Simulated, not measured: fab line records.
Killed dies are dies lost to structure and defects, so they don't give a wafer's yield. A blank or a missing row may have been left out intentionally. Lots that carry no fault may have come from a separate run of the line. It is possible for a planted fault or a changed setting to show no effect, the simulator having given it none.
Which tool is to blame?	flow sky130	Sampling: 14 lots, 42 wafers, 3 of 708 route steps

== WHAT THE GAUGES SHOWED, per wafer ==
SKY_LOCAL_INTERCONNECT_RS_MEAS_01: measurement is done with a four-point probe. Usual: LOCAL_INTERCONNECT_TIN_RS 14.12 ohm/sq, standard deviation 0.17.
lot	measured	on	LOCAL_INTERCONNECT_TIN_RS (ohm/sq)	flag
L803	day 29 03:17	film-metro-02	14.03 13.87 13.95	
L804	day 29 11:12	film-metro-01	14.09 13.99 14.14	
L806	day 30 02:24	film-metro-02	13.93 14.03 13.93	
L809	day 31 15:08	film-metro-01	14.25 14.24 14.31	
L807	day 31 19:19	film-metro-04	14.01 14.08 14.06	
L812	day 32 04:47	film-metro-01	14.49 14.66 14.57	
L811	day 32 06:19	film-metro-02	14.16 13.93 14.19	
L813	day 32 10:27	film-metro-04	14.00 13.81 13.91	
L814	day 33 02:13	film-metro-02	14.03 14.14 13.98	
L819	day 34 10:35	film-metro-04	14.20 14.19 14.09	
L823	day 35 17:46	film-metro-02	14.11 14.19 14.12	
L824	day 36 14:44	film-metro-01	14.02 14.15 13.95	
L825	day 36 15:02	film-metro-01	14.34 14.20 14.23	
L826	day 36 16:02	film-metro-01	14.30 14.11 14.27	

SKY_CONTACT_THK_MEAS_01. Usual: CONTACT_CVD_00_THK 75.4 nm, standard deviation 1.2.
lot	measured	on	CONTACT_CVD_00_THK (nm)	flag
L803	day 30 08:43	film-metro-02	74.1 75.4 76.0	
L804	day 30 15:56	film-metro-03	74.9 77.4 76.2	
L806	day 31 07:16	film-metro-03	74.3 77.3 77.1	
L809	day 32 19:30	film-metro-03	76.1 75.8 77.9	
L807	day 32 23:21	film-metro-01	75.4 77.6 76.6	
L812	day 33 09:40	film-metro-01	73.5 74.8 75.7	
L811	day 33 10:47	film-metro-01	75.0 74.0 75.6	
L813	day 33 14:01	film-metro-02	74.4 75.4 75.5	
L814	day 34 05:44	film-metro-01	74.5 77.4 77.2	
L819	day 35 14:07	film-metro-02	73.5 75.4 75.7	
L823	day 36 21:53	film-metro-03	73.3 75.5 75.8	
L824	day 37 17:33	film-metro-03	74.9 75.5 75.2	
L825	day 37 18:41	film-metro-03	72.8 74.7 74.8	
L826	day 37 19:40	film-metro-01	75.7 77.5 75.5	

== EACH LOT AND THE TOOL THAT RAN IT (in order: tool; ch and the chambers of the sampled wafers; start) ==
lot	SKY_SD_N_DEVELOP_06
L803	litho-track-03 ch 0, day 27 19:44
L804	litho-track-03 ch 0, day 28 03:45
L806	litho-track-02 ch 0, day 28 19:20
L809	litho-track-01 ch 0, day 30 07:41
L807	litho-track-02 ch 0, day 30 12:07
L812	litho-track-01 ch 0, day 30 21:47
L811	litho-track-02 ch 0, day 30 23:19
L813	litho-track-02, day 31 03:25
L814	litho-track-03, day 31 19:02
L819	litho-track-01 ch 0, day 33 05:34
L823	litho-track-01 ch 0, day 34 12:08
L824	litho-track-01 ch 0, day 35 09:07
L825	litho-track-02 ch 0, day 35 09:28
L826	litho-track-03 ch 0, day 35 10:29
- SKY_SD_N_DEVELOP_06: develop time 60 s.

== WHAT THE TOOLS THEMSELVES READ (means of the sampled wafers that have a number; where no wafer has one, the mark that the record gives instead) ==
SKY_SD_N_DEVELOP_06. Usual: 22.99 C for chill-plate-temp-C, sd 0.11.
lot	tool	chill-plate-temp-C (C)	flag
L803	litho-track-03	22.90	
L804	litho-track-03	23.02	
L806	litho-track-02	22.90	
L809	litho-track-01	23.00	
L807	litho-track-02	23.00	
L812	litho-track-01	23.03	
L811	litho-track-02	23.01	
L813	litho-track-02	-	OFF
L814	litho-track-03	-	OFF
L819	litho-track-01	23.01	
L823	litho-track-01	22.85	
L824	litho-track-01	22.97	
L825	litho-track-02	22.88	
L826	litho-track-03	23.04	

== THE ANSWER, worked out from the rows above alone ==
Rule: a lot is off if the mean of its wafers that have a number lies more than 3 standard deviations from the usual mean. Also off: a lot with no number at a reading for which 4 or more lots have one. Any other lot the step has rows for is counted as sound. The gauges are gone through in route order, then the tools' own readings, and for those a lot's mean is taken as printed above. The first step at which some lot is off is used, and at that step the reading that is off furthest; a lot without a number counts as furthest.
Off at SKY_SD_N_DEVELOP_06 (chill-plate-temp-C): L813, L814. Without a number there: L813, L814.
If a tool, at that step or one of the process steps before it, ran each lot that is off and ran no sound lot following the first of them, it fits. Not one of the candidates tried fits.

== WHAT THE SIMULATOR HAD PUT IN ==
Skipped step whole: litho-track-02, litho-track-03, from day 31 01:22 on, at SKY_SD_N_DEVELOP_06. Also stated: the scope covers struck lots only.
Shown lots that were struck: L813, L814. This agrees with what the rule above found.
